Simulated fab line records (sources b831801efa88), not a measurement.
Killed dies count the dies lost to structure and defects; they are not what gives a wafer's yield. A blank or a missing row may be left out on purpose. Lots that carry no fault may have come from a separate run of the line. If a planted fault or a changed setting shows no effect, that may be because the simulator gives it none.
What tool caused it?    flow gf180mcu    Sampling: 14 lots, 42 wafers, 4 of 602 route steps

## WHAT EACH GAUGE READ, for each wafer
No reading from a measuring or inspecting step in the record can be judged against a usual standard deviation.

## WHAT TOOL EACH LOT RAN ON (gives the tool, then ch and the chambers of the sampled wafers, and finally the start)
lot   GF_SAB_WET_ETCH_12               GF_M2_SPUTTER_00              GF_V2_CMP_04                   GF_M3_SPUTTER_00
L741  wet-bench-04 ch 0, day 15 03:12  pvd-sputter-04, day 18 04:44  cmp-01 ch 0,2,3, day 19 06:13  pvd-sputter-03, day 20 09:00
L742  wet-bench-01 ch 2, day 15 12:55  pvd-sputter-02, day 18 15:16  cmp-02 ch 0,1,2, day 19 16:43  pvd-sputter-03, day 20 19:11
L744  wet-bench-04 ch 3, day 16 10:12  pvd-sputter-01, day 19 15:11  cmp-01 ch 0,2,3, day 20 16:40  pvd-sputter-02, day 21 18:17
L746  wet-bench-01 ch 1, day 16 22:39  pvd-sputter-01, day 20 02:59  cmp-01 ch 1,2,3, day 21 04:46  pvd-sputter-03, day 22 06:14
L745  wet-bench-04 ch 0, day 16 23:19  pvd-sputter-04, day 20 04:35  cmp-01 ch 1,2,3, day 21 06:37  pvd-sputter-04, day 22 08:28
L747  wet-bench-04 ch 1, day 17 12:26  pvd-sputter-01, day 20 18:46  cmp-02 ch 0,3, day 21 20:05    pvd-sputter-04, day 22 21:14
L748  wet-bench-01 ch 2, day 17 15:51  pvd-sputter-02, day 20 23:17  cmp-02 ch 1,2,3, day 21 23:57  pvd-sputter-02, day 23 01:14
L750  wet-bench-04 ch 1, day 18 06:40  pvd-sputter-04, day 21 12:37  cmp-01 ch 1,2,3, day 22 13:41  pvd-sputter-04, day 23 14:14
L751  wet-bench-01 ch 0, day 18 19:53  pvd-sputter-02, day 22 03:04  cmp-01 ch 0,1,3, day 23 03:22  pvd-sputter-04, day 24 03:41
L752  wet-bench-04 ch 2, day 19 04:40  pvd-sputter-04, day 22 11:13  cmp-02 ch 1,2, day 23 11:36    pvd-sputter-02, day 24 12:21
L755  wet-bench-03 ch 1, day 20 05:58  pvd-sputter-01, day 23 11:28  cmp-02 ch 1,2, day 24 10:46    pvd-sputter-04, day 25 10:40
L760  wet-bench-03 ch 1, day 21 23:43  pvd-sputter-01, day 25 02:08  cmp-02 ch 1,2,3, day 26 00:22  pvd-sputter-02, day 26 22:27
L762  wet-bench-03 ch 3, day 22 13:21  pvd-sputter-01, day 25 15:02  cmp-02 ch 0,2,3, day 26 13:23  pvd-sputter-03, day 27 12:31
L764  wet-bench-04 ch 1, day 23 12:21  pvd-sputter-02, day 26 11:14  cmp-02 ch 1,2, day 27 08:05    pvd-sputter-02, day 28 05:20
- GF_SAB_WET_ETCH_12: etches SiO2 in dHF, target depth 22 nm, time 440 s.
- GF_M2_SPUTTER_00: material Ti, target thk 37.5 nm, time 150 s.
- GF_V2_CMP_04: polishes SiO2.
- GF_M3_SPUTTER_00: material Ti, target thk 37.5 nm, time 150 s.

## AS READ BY THE TOOLS THEMSELVES (means over the sampled wafers that have a number; for cases with no such wafer, the mark the record gives instead)
GF_SAB_WET_ETCH_12. Usual: run-length-s 468 s, standard deviation 3.8.
lot   tool          run-length-s (s)  flag
L741  wet-bench-04  474               
L742  wet-bench-01  465               
L744  wet-bench-04  465               
L746  wet-bench-01  467               
L745  wet-bench-04  467               
L747  wet-bench-04  464               
L748  wet-bench-01  465               
L750  wet-bench-04  472               
L751  wet-bench-01  465               
L752  wet-bench-04  465               
L755  wet-bench-03  475               
L760  wet-bench-03  542               OFF
L762  wet-bench-03  541               OFF
L764  wet-bench-04  472               

GF_M2_SPUTTER_00. Usual: chamber-pressure-pa 2.000 Pa, standard deviation 0.004; throttle-valve-pct 29.9 %, standard deviation 1.5.
lot   tool            chamber-pressure-pa (Pa)  throttle-valve-pct (%)  flag
L741  pvd-sputter-04  1.996                     30.0                    
L742  pvd-sputter-02  2.000                     29.2                    
L744  pvd-sputter-01  1.999                     29.7                    
L746  pvd-sputter-01  2.004                     29.6                    
L745  pvd-sputter-04  1.999                     31.5                    
L747  pvd-sputter-01  2.000                     29.7                    
L748  pvd-sputter-02  1.999                     29.3                    
L750  pvd-sputter-04  2.001                     31.1                    
L751  pvd-sputter-02  2.000                     29.4                    
L752  pvd-sputter-04  2.002                     31.2                    
L755  pvd-sputter-01  1.999                     30.4                    
L760  pvd-sputter-01  1.999                     29.5                    
L762  pvd-sputter-01  2.003                     28.4                    
L764  pvd-sputter-02  2.001                     30.0                    

GF_V2_CMP_04. Usual: edge-zone-pressure-frac 1.001, standard deviation 0.0045; head-pressure-psi 4.001 psi, standard deviation 0.0081; motor-current-A 11.9 A, standard deviation 0.83; time-to-endpoint-s 79 s, standard deviation 5.2.
lot   tool    edge-zone-pressure-frac  head-pressure-psi (psi)  motor-current-A (A)  time-to-endpoint-s (s)  flag
L741  cmp-01  1.000                    3.996                    11.4                 76                      
L742  cmp-02  1.000                    4.003                    12.6                 80                      
L744  cmp-01  0.999                    4.000                    11.5                 82                      
L746  cmp-01  0.999                    4.004                    11.7                 71                      
L745  cmp-01  0.999                    4.001                    11.7                 76                      
L747  cmp-02  1.001                    4.010                    12.0                 86                      
L748  cmp-02  1.001                    4.000                    11.9                 83                      
L750  cmp-01  0.999                    3.995                    12.3                 79                      
L751  cmp-01  1.005                    4.004                    12.0                 77                      
L752  cmp-02  1.001                    4.009                    12.2                 85                      
L755  cmp-02  1.000                    4.012                    12.0                 83                      
L760  cmp-02  1.005                    3.999                    12.0                 73                      
L762  cmp-02  1.001                    3.998                    12.0                 72                      
L764  cmp-02  1.006                    3.994                    12.4                 76                      

GF_M3_SPUTTER_00. Usual: chamber-pressure-pa 2.000 Pa, standard deviation 0.0038; throttle-valve-pct 30.2 %, standard deviation 1.2.
lot   tool            chamber-pressure-pa (Pa)  throttle-valve-pct (%)  flag
L741  pvd-sputter-03  1.999                     30.6                    
L742  pvd-sputter-03  1.999                     30.6                    
L744  pvd-sputter-02  1.998                     30.2                    
L746  pvd-sputter-03  2.000                     30.1                    
L745  pvd-sputter-04  2.000                     30.4                    
L747  pvd-sputter-04  2.000                     31.1                    
L748  pvd-sputter-02  1.995                     29.4                    
L750  pvd-sputter-04  2.000                     29.1                    
L751  pvd-sputter-04  1.996                     30.1                    
L752  pvd-sputter-02  2.000                     29.3                    
L755  pvd-sputter-04  2.001                     29.8                    
L760  pvd-sputter-02  1.999                     30.6                    
L762  pvd-sputter-03  1.999                     30.2                    
L764  pvd-sputter-02  1.996                     30.1                    

## THE ANSWER, worked out from the rows above alone
Rule: a lot counts as off when the mean over its wafers that have a number is more than 3 standard deviations away from the usual mean. A lot without any number at a reading at which 4 lots or more have one is off too. The other lots that the step has rows for count as sound. First the gauges in route order, then the tools' own readings, where a lot's mean is used as printed above. At the first step where some lot is off, the reading lying furthest off is the one used; lots without a number count as furthest.
Off: L760, L762 (GF_SAB_WET_ETCH_12, run-length-s).
If a tool, at that step or one of the process steps before it, ran each lot that is off and ran no sound lot following the first of them, it fits. One fits: wet-bench-03 at GF_SAB_WET_ETCH_12. A fault onset in the window from L755 (day 20 05:58, its last sound lot) to L760 (day 21 23:43, its first lot off) fits.
The tool's own readings at GF_SAB_WET_ETCH_12 bear it out: on the lots that are off they differ by more than 5 times the standard deviation of the sound lots' means. run-length-s reads 542 s there against 468 s on the sound lots.

## WHAT THE SIMULATOR PUT IN
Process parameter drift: wet-bench-03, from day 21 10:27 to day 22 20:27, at GF_SAB_WET_ETCH_12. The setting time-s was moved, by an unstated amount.
Shown lots that were struck: L760, L762. The rule above found the same.
